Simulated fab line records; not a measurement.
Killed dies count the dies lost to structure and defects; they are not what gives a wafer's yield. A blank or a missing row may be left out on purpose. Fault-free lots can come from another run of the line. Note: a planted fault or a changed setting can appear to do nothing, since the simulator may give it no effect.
Which tool was responsible? + flow gf180mcu + 18 wafers from 6 lots sampled at 2 of the route's 602 steps

WHAT THE GAUGES READ, wafer by wafer
GF_PASSIVATION_THK_MEAS_01.
| lot  | measured     | on            | PASSIVATION_CVD_00_THK (nm) |
|------|--------------|---------------|-----------------------------|
| L598 | day 28 11:50 | film-metro-03 | 993 1018 1009               |
| L600 | day 29 04:24 | film-metro-03 | 978 976 983                 |
| L604 | day 30 16:21 | film-metro-02 | 1015 1019 1034              |
| L610 | day 32 00:13 | film-metro-02 | 517 529 542                 |
| L617 | day 33 19:30 | film-metro-02 | 995 1004 993                |
| L619 | day 34 04:20 | film-metro-02 | 989 1001 999                |

WHICH TOOL RAN EACH LOT (tool, then ch and the chambers of the sampled wafers, then the start)
| lot  | GF_PASSIVATION_CVD_00           |
|------|---------------------------------|
| L598 | pecvd-01 ch 0,1,2, day 28 11:46 |
| L600 | pecvd-04 ch 0,1,2, day 29 04:19 |
| L604 | pecvd-01 ch 0,1, day 30 16:16   |
| L610 | pecvd-04 ch 0,2, day 32 00:07   |
| L617 | pecvd-03 ch 0,2, day 33 19:25   |
| L619 | pecvd-03 ch 0,1,2, day 34 04:14 |
- GF_PASSIVATION_CVD_00: deposits SiO2 from TEOS, target thk 1000 nm, time 111.95 s.

THE ANSWER, worked out from the rows above alone
Rule: what is usual is taken from the lots themselves. The widest of any qualifying gaps counts: lots, ordered by their means at a reading, are off when they make up no more than a third of the lots, leave a main group of 4 or more, and stand apart from it by 3 or more times the standard deviation of that group's means. Not used: any main group whose means are identical at the precision the tables above print for the reading. A lot without any number at a reading at which 4 lots or more have one is off too. Any other lot the step has rows for is counted as sound.
Off: L610, at GF_PASSIVATION_THK_MEAS_01 (PASSIVATION_CVD_00_THK). The main group has a mean of 1000 nm with a standard deviation of 14.
A tool fits if, at a process step before that reading, it ran every lot that is off, and no sound lot after the first of them. The gauges at GF_PASSIVATION_THK_MEAS_01 are tried like those tools. One fits: pecvd-04 at GF_PASSIVATION_CVD_00. A fault onset in the window from L600 (day 29 04:19, its last sound lot) to L610 (day 32 00:07, its first lot off) fits.

WHAT HAD BEEN PUT IN BY THE SIMULATOR
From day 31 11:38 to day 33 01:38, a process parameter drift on pecvd-04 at GF_PASSIVATION_CVD_00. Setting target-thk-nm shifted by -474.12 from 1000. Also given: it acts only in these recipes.
Shown lots that were struck: L610. The rule above reached the same finding.
